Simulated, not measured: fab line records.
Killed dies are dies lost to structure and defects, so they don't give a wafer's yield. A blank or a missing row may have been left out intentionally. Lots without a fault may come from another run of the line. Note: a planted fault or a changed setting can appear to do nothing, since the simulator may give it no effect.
Which of the tools did it?    flow sky130    36 wafers sampled from 12 lots at 1 step of a route of 708

WHAT THE GAUGES SHOWED, per wafer
SKY_LDD_LDN_TW_MEAS_13.
lot   measured      on            LDD_LDN_TW
L075  day 23 04:46  filmMetro-04  1482 1473 1482
L077  day 23 22:40  filmMetro-03  1480 1479 1477
L079  day 24 13:39  filmMetro-01  1464 1469 1468
L081  day 25 12:22  filmMetro-04  1477 1470 1472
L083  day 26 05:22  filmMetro-04  1480 1477 1482
L085  day 26 22:58  filmMetro-03  1475 1482 1483
L087  day 27 21:08  filmMetro-01  1467 1465 1467
L088  day 28 04:22  filmMetro-01  1474 1476 1468
L090  day 29 00:46  filmMetro-03  1467 1470 1472
L093  day 29 10:25  filmMetro-04  1486 1491 1481
L095  day 30 02:43  filmMetro-04  1481 1486 1478
L097  day 30 15:13  filmMetro-01  1470 1466 1465

WHICH TOOL RAN EACH LOT (tool, then ch and the chambers of the sampled wafers, then the start)
No process step before these readings appears in the record.

THE ANSWER, worked out from the rows above alone
Rule: the usual values come from the lots themselves. The widest of any qualifying gaps counts: lots, ordered by their means at a reading, are off when they make up no more than a third of the lots, leave a main group of 4 or more, and stand apart from it by 3 or more times the standard deviation of that group's means. Not used: any main group whose means are identical at the precision the tables above print for the reading. A lot without any number at a reading at which 4 lots or more have one is off too. The other lots that the step has rows for count as sound.
No lot is off on any of the readings shown, so nothing can be concluded from this.

WHAT HAD BEEN PUT IN BY THE SIMULATOR
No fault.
